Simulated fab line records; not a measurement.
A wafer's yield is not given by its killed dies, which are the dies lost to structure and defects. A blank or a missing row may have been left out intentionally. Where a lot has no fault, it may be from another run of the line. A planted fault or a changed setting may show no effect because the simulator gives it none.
fab line records    flow sky130
record: lots: 12  wafers: 36  lastDay: 50
route steps=708 shown FIELD_ISO@14 DNWELL@43 VT_ADJUST_NCORE@130 SONOS_ONO@172
lots that met no fault: from a run of the same line without faults
startH: the number of hours between the record's first day and the start of the first shown wafer of the lot    waitH: hours elapsed since this lot's preceding step    " repeats the value in the row above    L1.1+2: a row that stands for several wafers    - no value present, or no start provided    * or withheld: withheld    < > ~ a bound
route shown NAME@n: NAME is a module with steps in the file, n the number in the route of the first one    usual: mean/standard deviation of fault-free wafers    same: alike in all rows    chamber/n: place in a boat    sites: each site's reading    _std_site: the values' standard deviation    _edge_site: inner sites' mean taken away from outer sites' mean    radiusMm: how far each site lies from the wafer's centre    mask NAME#n: copy n    behind: tool/chamber where the wafer was last shaped    hold: what put the lot on hold/how long, in hours/how the hold closed    device: names the non-switching transistor (n, p or np)    end of line: at the end of the route, the tests of the same wafers    a step without rows: its recipe alone    killed: dies lost to structure and defects at the first sort, not the wafer's yield    map: shows each die of a wafer: x if killed, . if not, _ if none is there
set.NAME: the setting that was run; set.NAME@STEP: the one run at that earlier step    model.NAME: the simulator's own value behind a step, which no gauge read
one table for each step of the route and one row for each wafer, over a sample of lots
services: from which hour (startH, from the record's first day; less than 0 if before it) a tool's chamber was out of use, for how many hours, and why
== steps ==
step: SKY_FIELD_ISO_CD_MEAS_13
recipe: targetCdNm: 150
usual: cdNm: 149.9/1.7
lot.wafer  tool      chamber  startH  waitH  cdNm
L744.2     cdSem-02  -        38.42   -      148.4
L744.3     "         -        "       "      150.3
L744.4     "         -        "       "      150.5
L745.1     cdSem-02  -        43.40   -      147.7
L745.5     "         -        "       "      146.0
L745.6     "         -        "       "      146.8
L748.1     cdSem-01  -        59.87   -      149.8
L748.2     "         -        "       "      149.9
L748.4     "         -        "       "      150.3
L749.2     cdSem-01  -        66.04   -      148.5
L749.4     "         -        "       "      151.2
L749.5     "         -        "       "      149.5
L750.2     cdSem-02  -        70.11   -      149.6
L750.5     "         -        "       "      149.1
L750.6     "         -        "       "      150.3
L751.4     cdSem-02  -        74.93   -      149.5
L751.5     "         -        "       "      148.6
L751.6     "         -        "       "      150.3
L752.3     cdSem-02  -        79.39   -      150.4
L752.5     "         -        "       "      151.4
L752.6     "         -        "       "      149.2
L753.1     cdSem-01  -        87.85   -      153.1
L753.5     "         -        "       "      153.7
L753.6     "         -        "       "      153.3
L761.2     cdSem-02  -        127.87  -      150.1
L761.5     "         -        "       "      150.2
L761.6     "         -        "       "      149.1
L762.2     cdSem-02  -        133.67  -      153.0
L762.3     "         -        "       "      151.2
L762.4     "         -        "       "      150.9
L764.2     cdSem-02  -        144.14  -      150.8
L764.3     "         -        "       "      150.7
L764.6     "         -        "       "      149.8
L765.1     cdSem-02  -        148.82  -      150.6
L765.2     "         -        "       "      149.6
L765.3     "         -        "       "      149.8
step: SKY_DNWELL_STRIP_08
recipe: chemistry: O2/N2  powerW: 1400  pressureMtorr: 1500  platenTempC: withheld  o2FlowSccm: 3000  n2FlowSccm: 300  overashFraction: 0.5
usual: drypumpMotorCurrentA: 5.4/0.39  oesProductAu: 0.723/0.004  stripTimeToEndpointS: 36.90/0.1
lot.wafer  tool            chamber  startH  waitH  drypumpMotorCurrentA  oesProductAu  rfHoursCounterH  stripTimeToEndpointS
L744.2     plasmaAsher-01  0        61.02   0.1    5.4                   0.726         37               37.02
L744.3     "               1        "       "      5.5                   0.722         -                37.04
L744.4     "               0        "       "      5.5                   0.727         -                37.06
L745.1     plasmaAsher-02  1        67.05   0.1    4.7                   0.715         39               36.91
L745.5     "               0        "       "      5.9                   0.732         -                36.97
L745.6     "               1        "       "      4.7                   0.729         -                36.95
L748.1     plasmaAsher-02  0        84.85   0.1    5.8                   0.726         41               36.82
L748.2     "               1        "       "      4.7                   0.727         41               36.85
L748.4     "               0        "       "      5.8                   0.723         -                36.92
L749.2     plasmaAsher-04  0        91.67   0.1    5.7                   0.724         28               37.04
L749.4     "               1        "       "      5.1                   0.726         -                36.98
L749.5     "               1        "       "      5.0                   0.723         -                37.00
L750.2     plasmaAsher-02  0        95.30   0.1    5.9                   0.724         42               36.75
L750.5     "               1        "       "      4.7                   0.728         -                36.83
L750.6     "               0        "       "      5.9                   0.722         -                36.76
L751.4     plasmaAsher-01  0        100.50  0.1    5.4                   0.719         -                36.91
L751.5     "               0        "       "      5.5                   0.721         -                36.81
L751.6     "               1        "       "      5.5                   0.717         -                36.90
L752.3     plasmaAsher-04  0        103.58  0.1    5.6                   0.723         -                36.75
L752.5     "               1        "       "      5.1                   0.723         -                36.85
L752.6     "               0        "       "      5.6                   0.719         -                36.75
L753.1     plasmaAsher-04  0        114.97  0.1    5.6                   0.723         30               36.90
L753.5     "               1        "       "      5.0                   0.726         -                37.05
L753.6     "               0        "       "      5.6                   0.720         -                37.02
L761.2     plasmaAsher-04  0        153.32  0.1    5.7                   0.715         34               36.82
L761.5     "               1        "       "      5.0                   0.718         -                36.85
L761.6     "               0        "       "      5.6                   0.722         -                36.74
L762.2     plasmaAsher-01  1        163.65  0.1    5.5                   0.722         4                36.76
L762.3     "               1        "       "      5.5                   0.715         -                36.82
L762.4     "               0        "       "      5.5                   0.726         -                36.75
L764.2     plasmaAsher-02  0        172.65  0.1    5.9                   0.717         50               36.99
L764.3     "               1        "       "      4.7                   0.724         -                36.95
L764.6     "               1        "       "      4.7                   0.732         -                36.94
L765.1     plasmaAsher-02  1        175.95  0.1    4.7                   0.720         50               36.97
L765.2     "               0        "       "      5.9                   0.723         50               36.93
L765.3     "               0        "       "      5.9                   0.716         -                36.95
step: SKY_VT_ADJUST_NCORE_TW_MEAS_11
usual: VT_ADJUST_NCORE_TW: 219.5/1.2
lot.wafer  tool          chamber  startH  waitH  VT_ADJUST_NCORE_TW
L744.2     filmMetro-04  -        194.81  0.1    221.8
L744.3     "             -        "       "      221.4
L744.4     "             -        "       "      221.7
L745.1     filmMetro-04  -        202.10  0.1    222.3
L745.5     "             -        "       "      222.2
L745.6     "             -        "       "      221.4
L748.1     filmMetro-02  -        226.41  0.1    218.7
L748.2     "             -        "       "      216.2
L748.4     "             -        "       "      217.7
L749.2     filmMetro-01  -        232.52  0.1    218.4
L749.4     "             -        "       "      221.2
L749.5     "             -        "       "      220.0
L750.2     filmMetro-01  -        238.22  0.1    218.4
L750.5     "             -        "       "      218.6
L750.6     "             -        "       "      218.8
L751.4     filmMetro-01  -        243.38  0.1    218.8
L751.5     "             -        "       "      219.9
L751.6     "             -        "       "      219.3
L752.3     filmMetro-01  -        248.83  0.1    218.2
L752.5     "             -        "       "      218.4
L752.6     "             -        "       "      218.9
L753.1     filmMetro-04  -        263.40  0.1    219.5
L753.5     "             -        "       "      219.4
L753.6     "             -        "       "      221.1
L761.2     filmMetro-02  -        314.87  0.1    219.2
L761.5     "             -        "       "      217.2
L761.6     "             -        "       "      218.5
L762.2     filmMetro-04  -        325.51  0.1    222.0
L762.3     "             -        "       "      221.8
L762.4     "             -        "       "      221.1
L764.2     filmMetro-01  -        337.76  0.1    220.1
L764.3     "             -        "       "      221.1
L764.6     "             -        "       "      218.7
L765.1     filmMetro-02  -        343.55  0.1    218.0
L765.2     "             -        "       "      218.6
L765.3     "             -        "       "      218.5
step: SKY_SONOS_ONO_CVD_04
recipe: material: SiO2  precursor: SiH4/N2O  targetThkNm: 5.7199  tempC: 900  pressureMtorr: 400
usual: pressureMtorr: 400.2/0.81  spikeTcBottomC: 918.0/2.8  spikeTcCentreC: 901.5/1.2  spikeTcLowerC: 901.2/1.1  spikeTcTopC: 915.7/1.3  spikeTcUpperC: 901.5/1.1  susceptorTempC: 900.0/0.38
lot.wafer  tool      chamber  startH  waitH  pressureMtorr  spikeTcBottomC  spikeTcCentreC  spikeTcLowerC  spikeTcTopC  spikeTcUpperC  susceptorTempC
L744.2     lpcvd-03  1        266.90  0.0    399.0          914.5           901.7           899.8          914.2        902.7          899.8
L744.3     "         1        "       "      401.3          914.6           903.2           900.0          915.5        901.4          899.4
L744.4     "         1        "       "      400.1          915.8           901.5           900.3          915.2        903.9          899.5
L745.1     lpcvd-03  0        274.21  0.1    399.5          918.2           900.8           902.3          916.5        900.4          899.9
L745.5     "         0        "       "      399.4          921.9           901.9           902.2          917.6        902.1          900.2
L745.6     "         0        "       "      399.9          922.5           902.3           900.4          916.7        899.2          900.4
L748.1     lpcvd-03  0        310.06  0.1    400.1          921.2           902.4           901.8          917.7        900.4          900.3
L748.2     "         0        "       "      400.2          920.6           902.2           903.5          915.4        900.9          899.8
L748.4     "         0        "       "      398.6          919.7           901.4           900.8          916.2        900.0          900.1
L749.2     lpcvd-03  0        310.06  0.0    399.3          921.9           904.4           901.9          918.2        900.2          900.3
L749.4     "         0        "       "      399.8          920.9           902.4           901.3          916.2        900.7          900.4
L749.5     "         0        "       "      401.1          919.5           901.7           903.2          916.9        901.6          900.2
L750.2     lpcvd-03  0        321.68  0.0    399.4          926.4           907.9           909.1          924.2        908.3          907.1
L750.5     "         0        "       "      401.1          925.8           910.4           909.2          925.3        907.1          907.2
L750.6     "         0        "       "      400.4          926.7           910.0           908.4          921.7        909.4          907.5
L751.4     lpcvd-03  0        327.22  0.0    399.9          927.5           909.0           909.9          924.3        909.7          906.7
L751.5     "         0        "       "      399.5          928.1           909.7           909.3          922.4        908.2          907.2
L751.6     "         0        "       "      399.7          925.8           907.9           911.4          922.3        906.7          907.4
L752.3     lpcvd-03  1        327.22  0.0    400.4          924.4           908.2           904.7          921.9        910.1          906.8
L752.5     "         1        "       "      400.5          922.4           908.0           907.6          923.4        907.6          906.7
L752.6     "         1        "       "      399.2          922.3           909.7           906.5          923.6        909.9          907.4
L753.1     lpcvd-03  0        342.72  0.1    401.0          927.1           910.6           908.8          924.9        908.9          907.3
L753.5     "         0        "       "      401.3          928.0           907.8           909.2          924.4        907.7          907.4
L753.6     "         0        "       "      400.4          926.7           910.1           909.4          923.4        907.8          906.7
L761.2     lpcvd-03  0        400.40  0.0    399.6          920.3           901.7           903.0          918.3        901.2          900.1
L761.5     "         0        "       "      401.9          919.3           901.8           900.0          915.0        900.3          899.9
L761.6     "         0        "       "      400.7          920.6           901.7           902.3          916.1        899.3          899.3
L762.2     lpcvd-03  1        412.33  0.0    400.8          915.3           899.4           901.5          916.0        903.2          900.2
L762.3     "         1        "       "      400.9          916.2           900.3           900.4          914.1        900.6          899.7
L762.4     "         1        "       "      400.6          914.9           900.5           899.7          915.1        901.9          900.0
L764.2     lpcvd-03  1        426.72  0.0    399.2          913.7           900.9           901.5          915.2        903.7          900.3
L764.3     "         1        "       "      399.2          914.6           902.5           900.7          913.2        902.7          899.8
L764.6     "         1        "       "      399.4          914.9           900.9           903.2          915.5        901.4          900.3
L765.1     lpcvd-03  0        432.44  0.1    400.0          919.1           902.0           901.0          918.6        901.7          899.9
L765.2     "         0        "       "      400.1          921.9           904.4           902.7          917.3        900.7          900.1
L765.3     "         0        "       "      400.3          919.7           903.4           902.8          916.1        902.2          900.4
step: SKY_SONOS_ONO_THK_MEAS_05
recipe: reads: SiO2_of_SONOS_ONO_CVD_04
usual: SONOS_ONO_CVD_04_THK: 5.68/0.085
lot.wafer  tool          chamber  startH  waitH  SONOS_ONO_CVD_04_THK[nm]
L744.2     filmMetro-01  -        268.16  0.0    5.78
L744.3     "             -        "       "      5.74
L744.4     "             -        "       "      5.80
L745.1     filmMetro-01  -        275.46  0.0    5.74
L745.5     "             -        "       "      5.58
L745.6     "             -        "       "      5.57
L748.1     filmMetro-01  -        311.31  0.0    5.74
L748.2     "             -        "       "      5.72
L748.4     "             -        "       "      5.81
L749.2     filmMetro-04  -        311.32  0.0    5.62
L749.4     "             -        "       "      5.76
L749.5     "             -        "       "      5.77
L750.2     filmMetro-01  -        322.94  0.0    6.34
L750.5     "             -        "       "      6.47
L750.6     "             -        "       "      6.39
L752.3     filmMetro-02  -        328.49  0.0    6.47
L752.5     "             -        "       "      6.47
L752.6     "             -        "       "      6.54
L751.4     filmMetro-01  -        328.50  0.0    6.32
L751.5     "             -        "       "      6.28
L751.6     "             -        "       "      6.33
L753.1     filmMetro-02  -        344.60  0.0    6.26
L753.5     "             -        "       "      6.37
L753.6     "             -        "       "      6.32
L761.2     filmMetro-04  -        401.66  0.0    5.52
L761.5     "             -        "       "      5.59
L761.6     "             -        "       "      5.59
L762.2     filmMetro-01  -        413.59  0.0    5.70
L762.3     "             -        "       "      5.69
L762.4     "             -        "       "      5.67
L764.2     filmMetro-04  -        427.98  0.0    5.71
L764.3     "             -        "       "      5.79
L764.6     "             -        "       "      5.72
L765.1     filmMetro-01  -        433.69  0.0    5.68
L765.2     "             -        "       "      5.51
L765.3     "             -        "       "      5.56
== services ==
tool            chamber  startH  hours  kind
plasmaAsher-01  -        75.30   4.0    repair
plasmaAsher-01  -        108.75  9.0    pm
plasmaAsher-01  0        108.75  9.0    ventCycle
plasmaAsher-01  1        108.75  9.0    ventCycle
plasmaAsher-01  0        117.75  -      clean
plasmaAsher-01  1        117.75  -      clean
plasmaAsher-04  -        140.67  2.8    pm
lpcvd-03        -        156.60  1.6    repair
plasmaAsher-02  -        203.82  4.0    pm
plasmaAsher-02  -        211.80  1.2    repair
plasmaAsher-01  -        232.03  2.3    repair
plasmaAsher-02  -        303.53  2.1    repair
lpcvd-03        -        390.65  2.8    pm
lpcvd-03        -        419.46  0.8    pm
== key ==
firstSign: step: SKY_SONOS_ONO_CVD_04  reading: susceptorTempC  direction: up  sigmas: 19  usual: *  struck: *
effect: step: SKY_SONOS_ONO_CVD_04  reading: spikeTcLowerC  direction: up  sigmas: 6.6  usual: 901.2  struck: 908.6
effect: step: SKY_SONOS_ONO_THK_MEAS_05  reading: SONOS_ONO_CVD_04_THK  direction: up  sigmas: 8.2  usual: 5.68  struck: 6.38
metAt SKY_SONOS_ONO_CVD_04
struckLots L750,L751,L752,L753
testerLeftOut L750,L751,L752,L753
notActingAt SKY_FIELD_ISO_CD_MEAS_13,SKY_DNWELL_STRIP_08,SKY_VT_ADJUST_NCORE_TW_MEAS_11
onsetBetween 310.06 321.68
fault: kind: processParameterDrift  tool: lpcvd-03  chamber: -  onsetH: 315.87  steps: SKY_SONOS_ONO_CVD_04  channel: tempC  offset: *  shape: step  endH: 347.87  stated: *
testerLeftOut: of these lots the tester's yield and bins aren't shown, on N5 and GAA mostly nor the transistor test; their killed dies are dies lost to structure and defects alone, not to doping, threshold or leakage, so they don't give the yield
